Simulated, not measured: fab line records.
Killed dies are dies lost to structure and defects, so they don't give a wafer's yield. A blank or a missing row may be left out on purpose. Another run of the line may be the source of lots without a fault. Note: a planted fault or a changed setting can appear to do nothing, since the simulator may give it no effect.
fab line records	flow sky130
[record] lots = 11	wafers = 33	lastDay = 50
route steps=708 shown LDD_LDN@301 SPACER@305 RES_XHIGH@340 CONTACT@406
lots untouched by any fault: they come from a run of this same line in which no faults occurred
startH: hours from the record's first day to the start of the lot's first wafer shown	waitH: time in hours since the lot's previous step	" repeats the value in the row above	L1.1+2: a row that stands for several wafers	- either no value or no given start	* or withheld: withheld	< > ~ a bound
route shown NAME@n: a module of which the file shows steps, and the number in the route of the first	usual: mean/standard deviation of fault-free wafers	same: alike in all rows	chamber/n: place in a boat	sites: the reading at each site	_std_site: their standard deviation	_edge_site: outer sites' mean less inner sites'	radiusMm: for every site, how far away it sits from the centre of the wafer	mask NAME#n: copy n	behind: the tool/chamber that last shaped the wafer	hold: cause of the lot's hold/its duration in hours/its outcome	device: whichever transistor did not switch (one of n, p or np)	end of line: the tests these same wafers got at the end of their route	step lacking rows: just its recipe	killed: dies that structure and defects cost at the first sort, which is not the same as the wafer's yield	map: a wafer's dies, x killed, . not, _ none there
set.NAME: setting as actually run; set.NAME@STEP: the setting as run at that earlier step	model.NAME: the simulator's own value behind a step, which no gauge read
steps of the route over a sample of lots; a table a step, a row a wafer
services: the hour from which a tool's chamber was out of use, counted from the record's first day as startH (under 0 if before that day), plus the number of hours and why
[[steps]]
[step SKY_LDD_LDN_STRIP_12]
[recipe] chemistry = O2/N2	powerW = 1400	pressureMtorr = 1500	platenTempC = withheld	o2FlowSccm = 3000	n2FlowSccm = 300	overashFraction = 0.5
[usual] drypumpMotorCurrentA = 5.7/0.32	oesProductAu = 0.716/0.0045	stripTimeToEndpointS = 14.19/0.036
lot.wafer	tool	chamber	startH	waitH	drypumpMotorCurrentA	oesProductAu	rfHoursCounterH	stripTimeToEndpointS
L139.1	plasmaAsher-04	0	523.72	0.1	5.8	0.711	83	14.30
L139.2	"	1	"	"	5.9	0.729	83	14.28
L139.6	"	1	"	"	5.9	0.714	-	14.25
L141.1	plasmaAsher-01	0	550.42	0.1	5.3	0.707	78	14.20
L141.4	"	1	"	"	5.7	0.715	-	14.20
L141.6	"	0	"	"	5.3	0.718	-	14.18
L143.1	plasmaAsher-01	0	564.42	0.1	5.3	0.717	79	14.18
L143.3	"	1	"	"	5.7	0.716	-	14.19
L143.4	"	0	"	"	5.3	0.717	-	14.22
L144.1	plasmaAsher-01	0	579.45	0.1	5.3	0.711	80	14.19
L144.2	"	1	"	"	5.7	0.720	80	14.24
L144.4	"	0	"	"	5.3	0.718	-	14.22
L146.1	plasmaAsher-01	1	588.31	0.1	5.7	0.716	81	14.14
L146.2	"	0	"	"	5.3	0.718	81	14.16
L146.5	"	1	"	"	5.8	0.711	-	14.16
L151.1	plasmaAsher-04	0	629.15	0.1	5.8	0.714	94	14.23
L151.3	"	0	"	"	5.8	0.717	-	14.27
L151.6	"	1	"	"	5.8	0.724	-	14.21
L157.2	plasmaAsher-01	1	684.14	0.1	5.8	0.711	91	14.24
L157.4	"	1	"	"	5.8	0.725	-	14.20
L157.6	"	1	"	"	5.8	0.717	-	14.18
L159.1	plasmaAsher-02	0	689.24	0.1	6.6	0.717	52	14.20
L159.2	"	1	"	"	5.5	0.716	52	14.18
L159.4	"	0	"	"	6.6	0.709	-	14.18
L160.2	plasmaAsher-04	0	704.10	0.1	5.8	0.720	101	14.15
L160.3	"	1	"	"	5.9	0.721	-	14.13
L160.6	"	0	"	"	5.8	0.719	-	14.20
L161.2	plasmaAsher-04	0	710.44	0.1	5.8	0.716	102	14.14
L161.3	"	0	"	"	5.8	0.708	-	14.13
L161.4	"	1	"	"	5.8	0.712	-	14.18
L162.2	plasmaAsher-04	1	716.00	0.1	5.9	0.715	103	14.19
L162.3	"	1	"	"	5.8	0.713	-	14.19
L162.6	"	1	"	"	5.8	0.711	-	14.18
[step SKY_SPACER_THK_MEAS_01]
[recipe] reads = Si3N4_of_SPACER_CVD_00
[usual] SPACER_CVD_00_THK = 43.2/0.38
lot.wafer	tool	chamber	startH	waitH	SPACER_CVD_00_THK[nm]
L139.1	filmMetro-03	-	529.64	0.0	44.0
L139.2	"	-	"	"	43.8
L139.6	"	-	"	"	43.8
L141.1	filmMetro-03	-	552.47	0.0	43.6
L141.4	"	-	"	"	43.5
L141.6	"	-	"	"	44.1
L143.1	filmMetro-02	-	565.84	0.0	43.1
L143.3	"	-	"	"	43.5
L143.4	"	-	"	"	43.6
L144.1	filmMetro-02	-	580.87	0.0	43.1
L144.2	"	-	"	"	43.3
L144.4	"	-	"	"	43.3
L146.1	filmMetro-04	-	591.71	0.0	43.6
L146.2	"	-	"	"	43.6
L146.5	"	-	"	"	43.5
L151.1	filmMetro-02	-	631.10	0.0	43.5
L151.3	"	-	"	"	43.1
L151.6	"	-	"	"	43.0
L157.2	filmMetro-04	-	686.06	0.0	43.7
L157.4	"	-	"	"	43.7
L157.6	"	-	"	"	43.9
L159.1	filmMetro-04	-	691.83	0.0	42.9
L159.2	"	-	"	"	42.6
L159.4	"	-	"	"	42.6
L160.2	filmMetro-04	-	705.52	0.0	42.7
L160.3	"	-	"	"	43.1
L160.6	"	-	"	"	43.2
L161.2	filmMetro-04	-	711.86	0.0	42.7
L161.3	"	-	"	"	42.7
L161.4	"	-	"	"	42.9
L162.2	filmMetro-04	-	718.03	0.0	42.9
L162.3	"	-	"	"	42.6
L162.6	"	-	"	"	42.7
[step SKY_RES_XHIGH_STRIP_08]
[recipe] chemistry = O2/N2	powerW = 1400	pressureMtorr = 1500	platenTempC = withheld	o2FlowSccm = 3000	n2FlowSccm = 300	overashFraction = 0.5
[usual] drypumpMotorCurrentA = 5.8/0.46	oesProductAu = 0.711/0.0047	stripTimeToEndpointS = 14.29/0.046
lot.wafer	tool	chamber	startH	waitH	drypumpMotorCurrentA	oesProductAu	rfHoursCounterH	stripTimeToEndpointS
L139.1	plasmaAsher-01	1	618.12	0.1	5.7	0.717	84	14.24
L139.2	"	0	"	"	5.3	0.706	84	14.23
L139.6	"	0	"	"	5.3	0.710	-	14.25
L141.1	plasmaAsher-03	0	640.54	0.1	5.8	0.710	21	14.24
L141.4	"	1	"	"	6.0	0.707	-	14.26
L141.6	"	1	"	"	6.0	0.720	-	14.24
L143.1	plasmaAsher-02	0	653.64	0.1	6.6	0.713	48	14.28
L143.3	"	1	"	"	5.4	0.712	-	14.28
L143.4	"	0	"	"	6.6	0.711	-	14.26
L144.1	plasmaAsher-01	1	668.14	0.1	5.7	0.712	89	14.32
L144.2	"	0	"	"	5.3	0.711	89	14.31
L144.4	"	0	"	"	5.3	0.713	-	14.32
L146.1	plasmaAsher-01	0	678.21	0.1	5.2	0.714	90	14.31
L146.2	"	1	"	"	5.7	0.712	90	14.31
L146.5	"	1	"	"	5.7	0.707	-	14.31
L151.1	plasmaAsher-01	0	716.24	0.1	5.3	0.712	94	14.29
L151.3	"	0	"	"	5.3	0.712	-	14.24
L151.6	"	0	"	"	5.3	0.713	-	14.25
L157.2	plasmaAsher-02	1	768.41	0.1	5.4	0.710	60	14.26
L157.4	"	0	"	"	6.6	0.713	-	14.25
L157.6	"	0	"	"	6.6	0.721	-	14.25
L159.1	plasmaAsher-02	0	774.17	0.1	6.6	0.712	60	14.33
L159.2	"	1	"	"	5.4	0.714	60	14.37
L159.4	"	0	"	"	6.6	0.704	-	14.33
L160.2	plasmaAsher-02	1	788.16	0.1	5.4	0.708	61	14.25
L160.3	"	1	"	"	5.5	0.711	-	14.24
L160.6	"	0	"	"	6.6	0.711	-	14.26
L161.2	plasmaAsher-01	0	793.99	0.1	5.3	0.708	101	14.37
L161.3	"	1	"	"	5.7	0.709	-	14.31
L161.4	"	0	"	"	5.2	0.709	-	14.35
L162.2	plasmaAsher-01	0	799.24	0.1	5.3	0.704	102	14.34
L162.3	"	1	"	"	5.7	0.717	-	14.31
L162.6	"	0	"	"	5.3	0.706	-	14.34
[step SKY_CONTACT_CVD_00]
[recipe] material = Si3N4	targetThkNm = 75	tempC = 400	timeS = withheld	rfW = 450
[usual] heaterPowerOuterW = 453/78	heaterPowerW = 749/96	rfFwdPowerW = 443.6/2.7
lot.wafer	tool	chamber	startH	waitH	heaterPowerOuterW	heaterPowerW	rfFwdPowerW
L139.1	pecvd-02	0	707.02	0.0	386	650	443.2
L139.2	"	1	"	"	370	664	440.2
L139.6	"	1	"	"	366	689	438.0
L141.1	pecvd-04	0	728.07	0.0	350	598	443.8
L141.4	"	2	"	"	455	771	447.1
L141.6	"	0	"	"	341	588	443.5
L143.1	pecvd-02	0	740.73	0.0	379	657	442.1
L143.3	"	2	"	"	391	683	440.4
L143.4	"	0	"	"	392	678	442.6
L144.1	pecvd-02	1	755.33	0.0	380	689	441.4
L144.2	"	0	"	"	373	669	444.2
L144.4	"	2	"	"	373	657	443.9
L146.1	pecvd-02	1	765.72	0.0	319	596	438.7
L146.2	"	0	"	"	419	714	-
L146.5	"	1	"	"	327	597	437.0
L151.1	pecvd-02	2	800.48	0.0	326	592	441.5
L151.3	"	0	"	"	401	697	-
L151.6	"	2	"	"	335	603	441.5
L157.2	pecvd-03	0	851.17	0.0	536	883	443.0
L157.4	"	0	"	"	548	896	445.6
L157.6	"	2	"	"	568	857	441.4
L159.1	pecvd-03	2	857.93	0.0	498	764	443.0
L159.2	"	1	"	"	569	885	445.5
L159.4	"	2	"	"	494	785	443.0
L160.2	pecvd-04	2	869.42	0.0	428	740	449.1
L160.3	"	1	"	"	492	743	440.4
L160.6	"	2	"	"	440	726	444.6
L161.2	pecvd-04	1	876.65	0.0	516	852	442.8
L161.3	"	0	"	"	378	642	443.1
L161.4	"	0	"	"	389	647	443.2
L162.2	pecvd-04	0	881.46	0.0	429	697	442.9
L162.3	"	0	"	"	427	685	443.7
L162.6	"	2	"	"	447	771	447.7
[step SKY_CONTACT_THK_MEAS_01]
[recipe] reads = Si3N4_of_CONTACT_CVD_00
[usual] CONTACT_CVD_00_THK = 74.8/0.83
lot.wafer	tool	chamber	startH	waitH	CONTACT_CVD_00_THK[nm]
L139.1	filmMetro-01	-	707.07	-	72.7
L139.2	"	-	"	"	73.8
L139.6	"	-	"	"	75.4
L141.1	filmMetro-04	-	728.11	-	73.8
L141.4	"	-	"	"	75.9
L141.6	"	-	"	"	75.6
L143.1	filmMetro-04	-	740.76	-	73.9
L143.3	"	-	"	"	73.5
L143.4	"	-	"	"	74.7
L144.1	filmMetro-04	-	755.36	-	74.8
L144.2	"	-	"	"	74.1
L144.4	"	-	"	"	76.6
L146.1	filmMetro-01	-	765.75	-	73.6
L146.2	"	-	"	"	48.7
L146.5	"	-	"	"	74.9
L151.1	filmMetro-01	-	800.51	-	75.1
L151.3	"	-	"	"	49.6
L151.6	"	-	"	"	75.0
L157.2	filmMetro-04	-	851.21	-	73.9
L157.4	"	-	"	"	75.6
L157.6	"	-	"	"	76.1
L159.1	filmMetro-04	-	857.98	-	74.2
L159.2	"	-	"	"	74.6
L159.4	"	-	"	"	75.5
L160.2	filmMetro-04	-	869.47	-	74.8
L160.3	"	-	"	"	75.2
L160.6	"	-	"	"	74.8
L161.2	filmMetro-02	-	876.69	-	74.2
L161.3	"	-	"	"	75.0
L161.4	"	-	"	"	76.3
L162.2	filmMetro-01	-	881.52	-	72.9
L162.3	"	-	"	"	75.4
L162.6	"	-	"	"	74.4
[step SKY_CONTACT_ETCH_18]
[recipe] target = Si3N4	chemistry = CHF3/O2	stopOn = TiN	sourceW = 600	biasW = 200	pressureMtorr = 40	chf3FlowSccm = 50	O2_flow_sccm = 5	timeS = 39	targetDepthA = 750
[usual] drypumpMotorCurrentA = 5.7/0.3	oesProductAu = 0.853/0.0068	rfFwdPowerW = 592.2/2.3	throttleValvePct = 8.792/0.0093
lot.wafer	tool	chamber	startH	waitH	drypumpMotorCurrentA	oesProductAu	rfFwdPowerW	rfHoursCounterH	throttleValvePct
L139.1	rieDiel-01	2	-	-	6.2	0.843	592.6	10	8.804
L139.2	"	1	"	"	5.9	0.849	592.8	3	8.800
L139.6	"	1	"	"	5.9	0.862	588.5	-	8.794
L141.1	rieDiel-04	1	-	-	5.3	0.850	593.5	8	8.780
L141.4	"	3	"	"	5.7	0.852	588.5	29	8.785
L141.6	"	1	"	"	5.3	0.861	592.5	-	8.800
L143.1	rieDiel-02	3	-	-	5.8	0.851	597.4	1	8.796
L143.3	"	2	"	"	5.8	0.841	593.8	3	8.787
L143.4	"	1	"	"	5.9	0.847	591.6	15	8.779
L144.1	rieDiel-04	1	-	-	5.3	0.854	590.7	9	8.784
L144.2	"	0	"	"	6.0	0.853	591.1	6	8.800
L144.4	"	2	"	"	5.6	0.860	590.8	19	8.791
L146.1	rieDiel-04	1	-	-	5.3	0.845	590.9	9	8.789
L146.2	"	0	"	"	6.0	0.683	592.4	6	8.761
L146.5	"	3	"	"	5.7	0.858	590.6	-	8.767
L151.1	rieDiel-04	1	-	-	5.3	0.851	591.5	11	8.801
L151.3	"	0	"	"	6.0	0.689	589.8	7	8.751
L151.6	"	1	"	"	5.3	0.853	590.4	-	8.785
L157.2	rieDiel-01	2	-	-	6.2	0.847	590.4	14	8.790
L157.4	"	3	"	"	6.2	0.854	590.5	10	8.802
L157.6	"	1	"	"	5.9	0.862	592.8	-	8.800
L159.1	rieDiel-02	1	-	-	5.9	0.851	593.2	18	8.786
L159.2	"	0	"	"	5.8	0.844	595.7	16	8.802
L159.4	"	2	"	"	5.8	0.860	593.6	6	8.802
L160.2	rieDiel-01	1	-	-	5.8	0.859	591.0	8	8.794
L160.3	"	2	"	"	6.2	0.856	595.3	14	8.798
L160.6	"	0	"	"	5.0	0.857	592.7	-	8.793
L161.2	rieDiel-04	3	-	-	5.7	0.852	590.8	2	8.785
L161.3	"	2	"	"	5.6	0.853	592.6	24	8.801
L161.4	"	0	"	"	6.0	0.857	589.5	9	8.789
L162.2	rieDiel-02	2	-	-	5.9	0.836	592.2	8	8.776
L162.3	"	3	"	"	5.9	0.858	592.5	6	8.793
L162.6	"	0	"	"	5.9	0.849	597.3	-	8.796
[[services]]
tool	chamber	startH	hours	kind
pecvd-02	-	581.91	2.8	pm
pecvd-04	-	587.76	0.4	repair
plasmaAsher-01	-	599.68	2.8	pm
rieDiel-04	0	605.63	4.7	repair
pecvd-02	1	615.44	7.6	repair
pecvd-02	2	682.47	46.6	repair
pecvd-04	-	683.44	4.8	repair
rieDiel-04	0	697.68	4.7	repair
pecvd-04	-	701.12	2.1	repair
pecvd-04	-	713.86	3.1	repair
plasmaAsher-01	-	728.96	0.9	repair
plasmaAsher-04	-	733.75	9.0	pm
pecvd-02	-	754.27	0.8	repair
pecvd-02	2	759.05	6.6	repair
pecvd-04	-	767.98	5.6	repair
pecvd-04	-	770.75	0.8	repair
pecvd-04	0	792.25	10.5	repair
rieDiel-04	3	810.60	13.1	repair
plasmaAsher-04	-	816.29	3.6	repair
pecvd-02	-	832.76	1.7	repair
rieDiel-04	3	859.52	2.9	repair
rieDiel-04	2	860.83	8.7	repair
rieDiel-04	0	882.33	20.5	repair
plasmaAsher-04	-	900.28	9.3	repair
[[key]]
[firstSign] step = SKY_CONTACT_THK_MEAS_01	reading = CONTACT_CVD_00_THK	direction = down	sigmas = 31	usual = 74.8	struck = 49.2
[effect] step = SKY_CONTACT_ETCH_18	reading = oesProductAu	direction = down	sigmas = 25	usual = 0.853	struck = 0.686
metAt SKY_CONTACT_CVD_00
struckLots L146,L151
struckWafers L146.2,L151.3
testerLeftOut L146,L151
notActingAt SKY_LDD_LDN_STRIP_12,SKY_SPACER_THK_MEAS_01,SKY_RES_XHIGH_STRIP_08
onsetBetween 755.33 765.72
[fault] kind = processParameterDrift	tool = pecvd-02	chamber = 0	onsetH = 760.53	steps = SKY_CONTACT_CVD_00	channel = timeS	offset = withheld	shape = step	endH = 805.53	actsIn = *
// testerLeftOut: of these lots the tester's yield and bins aren't shown, on N5 and GAA mostly nor the transistor test; their killed dies are dies lost to structure and defects alone, not to doping, threshold or leakage, so they don't give the yield
